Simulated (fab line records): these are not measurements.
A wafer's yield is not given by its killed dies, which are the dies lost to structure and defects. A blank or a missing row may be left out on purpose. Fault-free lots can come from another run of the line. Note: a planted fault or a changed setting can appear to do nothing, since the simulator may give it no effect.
Which tool did it? :: flow sky130 :: 24 lots, 72 wafers sampled, at 2 steps of a route of 708

== WHAT THE GAUGES READ, wafer by wafer ==
SKY_METAL1_CD_MEAS_15: the cd target is 140 nm. Usual: 139.8 nm for cdNm, sd 1.5.
lot: L075
measured: day 32 14:37
on: cdSem-01
cdNm (nm): 142.9 141.5 141.5
flag: 

lot: L074
measured: day 32 14:56
on: cdSem-02
cdNm (nm): 139.2 142.0 139.9
flag: 

lot: L076
measured: day 34 08:56
on: cdSem-01
cdNm (nm): 139.8 138.2 139.6
flag: 

lot: L077
measured: day 34 09:17
on: cdSem-02
cdNm (nm): 138.7 138.3 138.7
flag: 

lot: L078
measured: day 37 14:45
on: cdSem-01
cdNm (nm): 140.8 140.3 142.4
flag: 

lot: L079
measured: day 37 15:54
on: cdSem-01
cdNm (nm): 138.6 139.1 139.7
flag: 

lot: L080
measured: day 37 16:52
on: cdSem-01
cdNm (nm): 141.7 141.4 141.9
flag: 

lot: L083
measured: day 37 17:41
on: cdSem-01
cdNm (nm): 140.0 140.2 140.8
flag: 

lot: L085
measured: day 37 18:05
on: cdSem-01
cdNm (nm): 141.4 140.9 141.2
flag: 

lot: L081
measured: day 37 19:23
on: cdSem-02
cdNm (nm): 138.5 138.6 139.8
flag: 

lot: L084
measured: day 37 19:46
on: cdSem-02
cdNm (nm): 139.5 140.3 140.1
flag: 

lot: L082
measured: day 37 20:13
on: cdSem-02
cdNm (nm): 139.4 140.3 140.7
flag: 

lot: L086
measured: day 37 22:42
on: cdSem-01
cdNm (nm): 141.3 140.7 140.0
flag: 

lot: L088
measured: day 38 01:35
on: cdSem-02
cdNm (nm): 138.2 138.7 138.1
flag: 

lot: L087
measured: day 38 02:42
on: cdSem-01
cdNm (nm): 136.5 137.0 137.3
flag: 

lot: L089
measured: day 38 03:24
on: cdSem-01
cdNm (nm): 140.4 139.7 139.4
flag: 

lot: L090
measured: day 38 04:55
on: cdSem-01
cdNm (nm): 137.3 139.8 138.8
flag: 

lot: L091
measured: day 38 05:15
on: cdSem-02
cdNm (nm): 139.1 139.1 138.8
flag: 

lot: L092
measured: day 38 06:36
on: cdSem-01
cdNm (nm): 139.4 139.8 140.4
flag: 

lot: L093
measured: day 38 15:10
on: cdSem-01
cdNm (nm): 137.3 140.3 138.0
flag: 

lot: L094
measured: day 38 16:56
on: cdSem-01
cdNm (nm): 137.6 138.7 137.4
flag: 

lot: L095
measured: day 38 20:18
on: cdSem-02
cdNm (nm): 142.4 142.4 141.9
flag: 

lot: L096
measured: day 39 03:16
on: cdSem-01
cdNm (nm): 141.6 141.2 141.7
flag: 

lot: L097
measured: day 39 21:23
on: cdSem-01
cdNm (nm): 139.6 140.7 140.5
flag: 

SKY_METAL1_OVL_MEAS_16. Usual: METAL1_OVL 1 nm, standard deviation 6.4.
lot: L075
measured: day 32 14:43
on: overlay-02
METAL1_OVL (nm): 1 2 -2
flag: 

lot: L074
measured: day 32 15:04
on: overlay-01
METAL1_OVL (nm): 12 10 7
flag: 

lot: L076
measured: day 34 09:04
on: overlay-01
METAL1_OVL (nm): 9 11 9
flag: 

lot: L077
measured: day 34 09:25
on: overlay-02
METAL1_OVL (nm): -7 -1 -6
flag: 

lot: L078
measured: day 37 14:52
on: overlay-01
METAL1_OVL (nm): -2 0 -3
flag: 

lot: L079
measured: day 37 16:01
on: overlay-02
METAL1_OVL (nm): -8 0 -7
flag: 

lot: L080
measured: day 37 16:59
on: overlay-02
METAL1_OVL (nm): -1 9 5
flag: 

lot: L083
measured: day 37 17:49
on: overlay-02
METAL1_OVL (nm): -1 -3 3
flag: 

lot: L085
measured: day 37 18:10
on: overlay-02
METAL1_OVL (nm): -5 -4 -9
flag: 

lot: L081
measured: day 37 19:31
on: overlay-02
METAL1_OVL (nm): -3 2 -2
flag: 

lot: L084
measured: day 37 19:53
on: overlay-02
METAL1_OVL (nm): -11 -10 -6
flag: 

lot: L082
measured: day 37 20:20
on: overlay-02
METAL1_OVL (nm): 4 4 0
flag: 

lot: L086
measured: day 37 22:49
on: overlay-01
METAL1_OVL (nm): -1 -2 -2
flag: 

lot: L088
measured: day 38 01:41
on: overlay-02
METAL1_OVL (nm): 5 -6 2
flag: 

lot: L087
measured: day 38 02:49
on: overlay-02
METAL1_OVL (nm): 12 13 15
flag: 

lot: L089
measured: day 38 03:31
on: overlay-02
METAL1_OVL (nm): -1 3 3
flag: 

lot: L090
measured: day 38 05:02
on: overlay-02
METAL1_OVL (nm): -7 -3 0
flag: 

lot: L091
measured: day 38 05:22
on: overlay-01
METAL1_OVL (nm): 1 2 6
flag: 

lot: L092
measured: day 38 06:43
on: overlay-02
METAL1_OVL (nm): 2 0 -3
flag: 

lot: L093
measured: day 38 15:16
on: overlay-02
METAL1_OVL (nm): 7 10 10
flag: 

lot: L094
measured: day 38 17:04
on: overlay-01
METAL1_OVL (nm): 6 9 5
flag: 

lot: L095
measured: day 38 20:25
on: overlay-02
METAL1_OVL (nm): -4 0 -2
flag: 

lot: L096
measured: day 39 03:23
on: overlay-02
METAL1_OVL (nm): 5 7 6
flag: 

lot: L097
measured: day 39 21:28
on: overlay-01
METAL1_OVL (nm): 3 0 5
flag: 

== TOOL THAT RAN EACH LOT (tool first, then ch and the chambers of the sampled wafers, then the start) ==
Record: no process step prior to these readings.

== AS READ BY THE TOOLS THEMSELVES (means over the sampled wafers that have a number; for cases with no such wafer, the mark the record gives instead) ==
The record holds no such reading with a usual standard deviation.

== THE ANSWER, worked out from the rows above alone ==
Rule: a lot counts as off when the mean over its wafers that have a number is more than 3 standard deviations away from the usual mean. Also off: a lot with no number at a reading for which 4 or more lots have one. Where the step has rows for the other lots, those lots are counted as sound. Order of review: gauges by route order, followed by the tools' own readings, for which a lot's mean as printed above is used. The first step at which some lot is off is used, and at that step the reading that is off furthest; a lot without a number counts as furthest.
Across all readings shown, no lot is off: no conclusion can be drawn from this.

== WHAT HAD BEEN PUT IN BY THE SIMULATOR ==
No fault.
